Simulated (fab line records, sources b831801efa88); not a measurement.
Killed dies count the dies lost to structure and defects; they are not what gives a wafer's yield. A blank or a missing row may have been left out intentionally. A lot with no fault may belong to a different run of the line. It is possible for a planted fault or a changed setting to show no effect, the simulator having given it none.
2 desks looking at one fault + flow sky130 + numbers are kept per desk, each desk with only its own; the story behind them comes last

== AT THE METROLOGY DESK ==
Lot by lot, what the gauges showed, no matter which tool ran the lot: averages of those sampled wafers that carry a number. The brackets show how far a lot's mean lies from the usual mean; more than 4 standard deviations puts the lot out of limits, marked OUT.
Columns: A = FIELD_ISO_CVD_03_THK at SKY_FIELD_ISO_THK_MEAS_04, usual 165.4 nm; B = FIELD_ISO_OXIDATION_01_THK at SKY_FIELD_ISO_THK_MEAS_23, usual 9.97 nm; C = PWDE_OVL at SKY_PWDE_OVL_MEAS_07, usual -0.1 nm
| lot  | first seen here | A     | B     | C    |
|------|-----------------|-------|-------|------|
| L612 | day 1 23:08     | 163.2 | 10.23 | -0.0 |
| L613 | day 2 01:48     | 164.9 | 10.01 | -1.5 |
| L614 | day 2 04:30     | 164.0 | 10.18 | -1.5 |
| L615 | day 2 09:59     | 164.5 | 9.88  | -1.0 |
| L617 | day 2 19:29     | 164.5 | 10.02 | -0.3 |
| L618 | day 3 00:53     | 166.1 | 10.13 | -0.4 |
| L620 | day 3 10:52     | 164.4 | 9.80  | 0.5  |
| L621 | day 3 17:44     | 167.6 | 9.59  | -1.0 |
| L623 | day 4 03:33     | 166.6 | 9.86  | -0.7 |
| L624 | day 4 06:43     | 164.1 | 10.05 | 0.1  |
| L627 | day 4 22:12     | 166.5 | 9.99  | -3.1 |
| L628 | day 5 07:05     | 168.7 | 10.20 | 0.2  |
| L633 | day 6 05:58     | 167.3 | 9.86  | -1.2 |
This desk's verdict: no lot among the 13 shows anything out of limits.

== DESK OF THE TOOL OWNER: plasma_asher-01 ==
The tool's own readings at SKY_NWELL_STRIP_14 (strips in O2/N2): means of the sampled wafers that have a number, for each lot that ran on this tool. The brackets show how far a lot's mean lies from the usual mean; more than 4 standard deviations puts the lot out of limits, marked OUT.
Columns: A = drypump_motor_current_A at SKY_NWELL_STRIP_14, usual 5.7 A; B = oes_product_au at SKY_NWELL_STRIP_14, usual 0.722 a.u.; C = strip_time_to_endpoint_s at SKY_NWELL_STRIP_14, usual 36.91 s
| lot  | first seen here | A   | B               | C     |
|------|-----------------|-----|-----------------|-------|
| L612 | day 4 21:47     | 5.3 | 0.721           | 37.02 |
| L614 | day 5 05:35     | 5.3 | 0.721           | 36.95 |
| L615 | day 5 14:22     | 5.3 | 0.720           | 36.92 |
| L620 | day 6 16:07     | 5.8 | 0.724           | 36.81 |
| L623 | day 7 16:09     | 5.8 | 0.722           | 36.94 |
| L627 | day 9 00:16     | 5.3 | 0.773 (+11) OUT | 36.79 |
| L628 | day 9 05:19     | 5.3 | 0.774 (+12) OUT | 37.10 |
This desk's verdict: out of limits on L627, L628, starting with L627 at day 9 00:16 (oes_product_au at SKY_NWELL_STRIP_14). In limits: L612, L614, L615, L620, L623.

== BROUGHT TOGETHER ==
On L627, L628, at day 9 00:16, an alarm was possible from the tool owner's desk.
From the metrology desk's view, nothing was out of limits.
The metrology desk has L627, L628 on record, within its limits.
Of the lots named, all ran SKY_NWELL_STRIP_14 on plasma_asher-01.

== WHAT WAS PUT IN BY THE SIMULATOR ==
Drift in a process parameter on plasma_asher-01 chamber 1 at SKY_NWELL_STRIP_14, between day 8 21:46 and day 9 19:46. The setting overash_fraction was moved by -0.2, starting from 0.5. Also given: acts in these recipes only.
Lots struck among those shown: L627, L628.
How many hours passed from the start of the fault until each desk's first out-of-limits reading: the tool owner's desk, 3.
